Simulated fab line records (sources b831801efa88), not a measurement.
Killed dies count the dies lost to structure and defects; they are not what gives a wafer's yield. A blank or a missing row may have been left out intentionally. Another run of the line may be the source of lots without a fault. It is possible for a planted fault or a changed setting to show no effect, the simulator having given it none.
Which of the tools did it?	flow gf180mcu	Sampling: 24 lots, 72 wafers, 3 of 602 route steps

== WHAT THE GAUGES READ, wafer by wafer ==
GF_DUAL_GATE_THK_MEAS_03. Usual: DUAL_GATE_OXIDATION_00_THK gives 10.96 nm (standard deviation 0.23).
lot	measured	on	DUAL_GATE_OXIDATION_00_THK (nm)	flag
L074	day 7 19:14	film-metro-02	10.57 10.58 10.32	
L075	day 8 04:48	film-metro-02	10.73 10.80 10.65	
L076	day 8 12:36	film-metro-02	11.16 11.12 10.96	
L077	day 8 15:49	film-metro-03	10.96 10.94 10.88	
L078	day 8 20:01	film-metro-02	10.74 10.90 10.72	
L079	day 8 20:37	film-metro-03	10.68 10.71 10.89	
L080	day 9 10:13	film-metro-02	11.34 11.32 11.31	
L081	day 9 21:10	film-metro-02	10.93 11.18 11.12	
L082	day 10 00:06	film-metro-01	10.82 10.75 10.92	
L083	day 10 04:04	film-metro-01	10.76 10.76 10.87	
L084	day 10 11:29	film-metro-02	10.75 10.84 10.97	
L085	day 10 17:54	film-metro-02	10.89 11.20 11.02	
L086	day 11 02:23	film-metro-02	10.86 10.93 11.19	
L087	day 11 08:22	film-metro-01	10.77 10.98 10.94	
L088	day 11 14:32	film-metro-02	11.21 11.20 10.84	
L089	day 11 19:20	film-metro-01	10.81 11.06 10.99	
L090	day 12 01:34	film-metro-02	11.05 10.80 10.95	
L091	day 12 09:34	film-metro-01	10.99 10.90 10.87	
L092	day 12 19:24	film-metro-01	10.97 10.85 11.23	
L093	day 12 23:55	film-metro-03	11.00 11.00 11.13	
L094	day 13 05:13	film-metro-01	11.36 11.23 11.39	
L095	day 13 14:16	film-metro-03	11.17 11.13 11.14	
L096	day 13 19:34	film-metro-01	11.39 11.21 11.23	
L097	day 14 05:22	film-metro-03	10.97 11.08 10.92	

GF_HV_LDD_CD_MEAS_46 targets a cd of 400 nm. Usual: 398 nm for cd-nm, sd 3.
lot	measured	on	cd-nm (nm)	flag
L074	day 12 13:31	cd-sem-01	396 399 395	
L075	day 12 21:57	cd-sem-01	400 403 400	
L076	day 13 10:36	cd-sem-01	398 402 401	
L077	day 13 13:05	cd-sem-01	397 397 396	
L078	day 13 20:46	cd-sem-02	400 401 398	
L079	day 13 21:07	cd-sem-01	395 396 395	
L080	day 14 10:37	cd-sem-02	397 398 396	
L081	day 14 23:37	cd-sem-02	396 398 395	
L082	day 15 01:48	cd-sem-02	407 403 402	
L083	day 15 05:36	cd-sem-02	398 395 399	
L084	day 15 16:12	cd-sem-02	394 394 394	
L085	day 15 21:57	cd-sem-02	401 403 401	
L086	day 16 10:39	cd-sem-01	402 400 400	
L087	day 16 15:40	cd-sem-02	397 398 397	
L088	day 17 00:01	cd-sem-01	398 400 397	
L089	day 17 08:06	cd-sem-01	398 400 401	
L090	day 17 13:05	cd-sem-02	396 397 398	
L091	day 18 00:30	cd-sem-02	397 399 397	
L092	day 18 14:24	cd-sem-02	402 401 402	
L093	day 18 17:36	cd-sem-02	402 401 401	
L094	day 18 23:27	cd-sem-02	395 397 396	
L095	day 19 10:30	cd-sem-02	402 404 403	
L096	day 19 20:49	cd-sem-01	395 394 393	
L097	day 20 04:02	cd-sem-02	397 396 396	

GF_NSD_OVL_MEAS_08. Usual: NSD_OVL gives -1.5 nm (standard deviation 1.5).
lot	measured	on	NSD_OVL (nm)	flag
L074	day 13 12:49	overlay-02	1.8 -0.8 -0.3	
L075	day 13 21:31	overlay-02	0.1 0.2 -0.6	
L076	day 14 10:05	overlay-02	-2.1 -1.4 -1.0	
L077	day 14 12:31	overlay-02	0.2 -0.6 -2.5	
L078	day 14 21:14	overlay-01	-1.6 -1.1 -0.8	
L079	day 14 22:32	overlay-01	-1.1 -2.1 -2.7	
L080	day 15 10:57	overlay-01	-4.2 -4.8 -3.0	
L081	day 16 00:49	overlay-01	-1.7 -0.6 -0.3	
L082	day 16 03:43	overlay-02	-3.0 -0.4 -1.5	
L083	day 16 07:46	overlay-02	-2.7 0.7 -2.3	
L084	day 16 18:02	overlay-01	-2.9 -1.9 -2.3	
L085	day 16 23:02	overlay-01	-1.6 -1.8 -1.6	
L086	day 17 14:04	overlay-01	-2.3 0.5 -3.6	
L087	day 17 17:46	overlay-02	-1.3 -2.0 -3.8	
L088	day 18 03:05	overlay-01	-2.2 -2.4 -2.6	
L089	day 18 12:04	overlay-02	-0.3 -0.7 -1.3	
L090	day 18 16:11	overlay-01	-0.8 1.5 -1.2	
L091	day 19 04:07	overlay-02	-2.8 -0.7 -3.3	
L092	day 19 18:13	overlay-02	0.0 -0.4 0.2	
L093	day 19 20:58	overlay-02	-1.3 0.2 -1.7	
L094	day 20 03:13	overlay-02	-3.2 -1.8 -2.2	
L095	day 20 14:17	overlay-02	-1.9 -3.0 -4.0	
L096	day 21 00:25	overlay-01	-3.4 -1.8 -2.2	
L097	day 21 06:56	overlay-02	1.3 0.9 -1.9	

== EACH LOT AND THE TOOL THAT RAN IT (in order: tool; ch and the chambers of the sampled wafers; start) ==
Record: no process step prior to these readings.

== WHAT THE TOOLS THEMSELVES READ (means of the sampled wafers that have a number; where no wafer has one, the mark that the record gives instead) ==
The record holds no such reading with a usual standard deviation.

== THE ANSWER, worked out from the rows above alone ==
Rule: a lot is off if the mean of its wafers that have a number lies more than 3 standard deviations from the usual mean. Also off: a lot with no number at a reading for which 4 or more lots have one. Where the step has rows for the other lots, those lots are counted as sound. First the gauges in route order, then the tools' own readings, where a lot's mean is used as printed above. The first step at which some lot is off is used, and at that step the reading that is off furthest; a lot without a number counts as furthest.
Across all readings shown, no lot is off: no conclusion can be drawn from this.

== WHAT HAD BEEN PUT IN BY THE SIMULATOR ==
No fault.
